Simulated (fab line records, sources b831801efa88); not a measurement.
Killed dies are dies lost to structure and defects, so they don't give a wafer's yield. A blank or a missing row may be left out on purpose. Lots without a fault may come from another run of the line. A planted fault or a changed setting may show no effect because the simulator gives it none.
Which tool did it? | flow sky130 | 10 lots, 30 wafers sampled, at 6 steps of a route of 708

WHAT THE GAUGES READ, wafer by wafer
SKY_LI_CONTACT_OVL_MEAS_13.
lot  | measured     | on         | LI_CONTACT_OVL (nm)
L404 | day 28 16:37 | overlay-02 | -4 2 1
L407 | day 29 13:10 | overlay-02 | 2 6 5
L408 | day 30 02:23 | overlay-02 | 12 0 2
L409 | day 31 17:43 | overlay-02 | 4 -4 2
L418 | day 34 07:02 | overlay-01 | 7 11 9
L419 | day 34 07:44 | overlay-01 | 6 8 14
L422 | day 34 17:10 | overlay-02 | 10 10 13
L424 | day 35 12:34 | overlay-02 | -3 -3 -5
L425 | day 35 13:37 | overlay-01 | 5 1 0
L427 | day 36 10:50 | overlay-02 | -3 -3 -9

SKY_LOCAL_INTERCONNECT_CD_MEAS_11: target cd 170 nm.
lot  | measured     | on        | cd_nm (nm)
L404 | day 29 21:59 | cd_sem-01 | 170.4 168.4 170.1
L407 | day 30 18:24 | cd_sem-02 | 172.7 172.1 172.1
L408 | day 31 07:40 | cd_sem-02 | 173.0 173.9 172.8
L409 | day 32 21:31 | cd_sem-01 | 171.1 170.8 171.5
L418 | day 35 11:08 | cd_sem-01 | 168.8 168.8 169.9
L419 | day 35 12:05 | cd_sem-02 | 169.1 168.5 168.2
L422 | day 35 21:54 | cd_sem-01 | 172.1 169.8 170.8
L424 | day 36 16:32 | cd_sem-01 | 166.1 168.7 167.0
L425 | day 36 17:50 | cd_sem-02 | 167.3 167.2 165.7
L427 | day 37 14:43 | cd_sem-01 | 168.8 169.3 169.6

SKY_VIA1_RS_MEAS_22: measures by four-point-probe.
lot  | measured     | on            | VIA1_W_RS (ohm/sq)
L404 | day 33 13:30 | film_metro-02 | 0.428 0.417 0.428
L407 | day 34 10:28 | film_metro-01 | 0.413 0.419 0.426
L408 | day 34 23:13 | film_metro-02 | 0.419 0.427 0.419
L409 | day 36 12:22 | film_metro-01 | 0.430 0.419 0.423
L418 | day 39 00:27 | film_metro-01 | 0.306 0.305 0.438
L419 | day 38 23:48 | film_metro-04 | 0.301 0.301 0.426
L422 | day 39 09:52 | film_metro-01 | 0.431 0.423 0.426
L424 | day 40 02:59 | film_metro-04 | 0.429 0.424 0.420
L425 | day 40 04:15 | film_metro-01 | 0.429 0.427 0.428
L427 | day 40 23:22 | film_metro-02 | 0.423 0.425 0.425

SKY_VIA1_THK_MEAS_23: measures by xrf.
lot  | measured     | on            | VIA1_W_THK (nm)
L404 | day 33 13:37 | film_metro-02 | 275 283 278
L407 | day 34 10:35 | film_metro-01 | 288 288 282
L408 | day 34 23:18 | film_metro-02 | 277 272 276
L409 | day 36 12:29 | film_metro-01 | 276 284 283
L418 | day 39 00:34 | film_metro-01 | 390 395 272
L419 | day 38 23:55 | film_metro-04 | 399 396 278
L422 | day 39 09:59 | film_metro-01 | 276 281 280
L424 | day 40 03:06 | film_metro-04 | 275 279 282
L425 | day 40 04:22 | film_metro-01 | 277 279 279
L427 | day 40 23:28 | film_metro-02 | 279 276 276

WHICH TOOL RAN EACH LOT (tool, then ch and the chambers of the sampled wafers, then the start)
lot  | SKY_METAL1_SPUTTER_03        | SKY_VIA1_CVD_21
L404 | pvd_sputter-02, day 31 05:16 | cvd_w-01 ch 0,1, day 33 13:23
L407 | pvd_sputter-01, day 32 01:22 | cvd_w-01 ch 0,1, day 34 10:22
L408 | pvd_sputter-02, day 32 13:47 | cvd_w-01 ch 0,1, day 34 23:05
L409 | pvd_sputter-02, day 34 03:19 | cvd_w-01 ch 0,1, day 36 12:17
L418 | pvd_sputter-01, day 36 16:52 | cvd_w-01 ch 0,1, day 39 00:20
L419 | pvd_sputter-02, day 36 17:33 | cvd_w-01 ch 0,1, day 38 23:41
L422 | pvd_sputter-02, day 37 03:59 | cvd_w-02 ch 0, day 39 09:47
L424 | pvd_sputter-01, day 37 21:48 | cvd_w-02 ch 0,1, day 40 02:53
L425 | pvd_sputter-02, day 37 22:38 | cvd_w-02 ch 0,1, day 40 04:09
L427 | pvd_sputter-03, day 38 19:49 | cvd_w-02 ch 0,1, day 40 23:15
- SKY_METAL1_SPUTTER_03: material Ti, target thk 5 nm, time 3.3 s.
- SKY_VIA1_CVD_21: deposits W, target thk 270 nm, time 80.902 s.

WHAT THE TOOLS THEMSELVES READ (means of the sampled wafers that have a number; where no wafer has one, the mark that the record gives instead)
SKY_METAL1_SPUTTER_03.
lot  | tool           | throttle_valve_pct (%)
L404 | pvd_sputter-02 | 29.7
L407 | pvd_sputter-01 | 29.0
L408 | pvd_sputter-02 | 29.8
L409 | pvd_sputter-02 | 30.3
L418 | pvd_sputter-01 | 29.3
L419 | pvd_sputter-02 | 29.9
L422 | pvd_sputter-02 | 29.9
L424 | pvd_sputter-01 | 29.5
L425 | pvd_sputter-02 | 29.9
L427 | pvd_sputter-03 | 30.1

SKY_VIA1_CVD_21.
lot  | tool     | heater_power_w (W)
L404 | cvd_w-01 | 816
L407 | cvd_w-01 | 818
L408 | cvd_w-01 | 822
L409 | cvd_w-01 | 807
L418 | cvd_w-01 | 812
L419 | cvd_w-01 | 814
L422 | cvd_w-02 | 820
L424 | cvd_w-02 | 841
L425 | cvd_w-02 | 843
L427 | cvd_w-02 | 843

THE ANSWER, worked out from the rows above alone
Rule: what is usual is taken from the lots themselves. Put in order of their means at a reading, lots are off if they are a third of the lots or fewer, leave a main group of 4 or more, and stand apart from it by a gap of 3 or more times the standard deviation of the main group's means; of several such gaps the widest counts. A main group whose means are all the same, to the digits that the tables above print for the reading, isn't used. A lot without any number at a reading at which 4 lots or more have one is off too. The other lots that the step has rows for count as sound. The gauges are gone through in route order, then the tools' own readings, and for those a lot's mean is taken as printed above. The first step at which some lot is off is used, and at that step the reading that is off furthest; a lot without a number counts as furthest.
Off: L418, L419, at SKY_VIA1_RS_MEAS_22 (VIA1_W_RS). The main group: mean 0.424 ohm/sq, standard deviation 0.0025.
A tool fits if, at a process step before that reading, it ran every lot that is off, and no sound lot after the first of them. The gauges at SKY_VIA1_RS_MEAS_22 are tried like those tools. One fits: cvd_w-01 at SKY_VIA1_CVD_21. Its last sound lot is L409 (day 36 12:17), its first lot that is off L419 (day 38 23:41): a fault that began between those two fits.

WHAT THE SIMULATOR HAD PUT IN
Process parameter drift: cvd_w-01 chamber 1, from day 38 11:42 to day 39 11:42, at SKY_VIA1_CVD_21. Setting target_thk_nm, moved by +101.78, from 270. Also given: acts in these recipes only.
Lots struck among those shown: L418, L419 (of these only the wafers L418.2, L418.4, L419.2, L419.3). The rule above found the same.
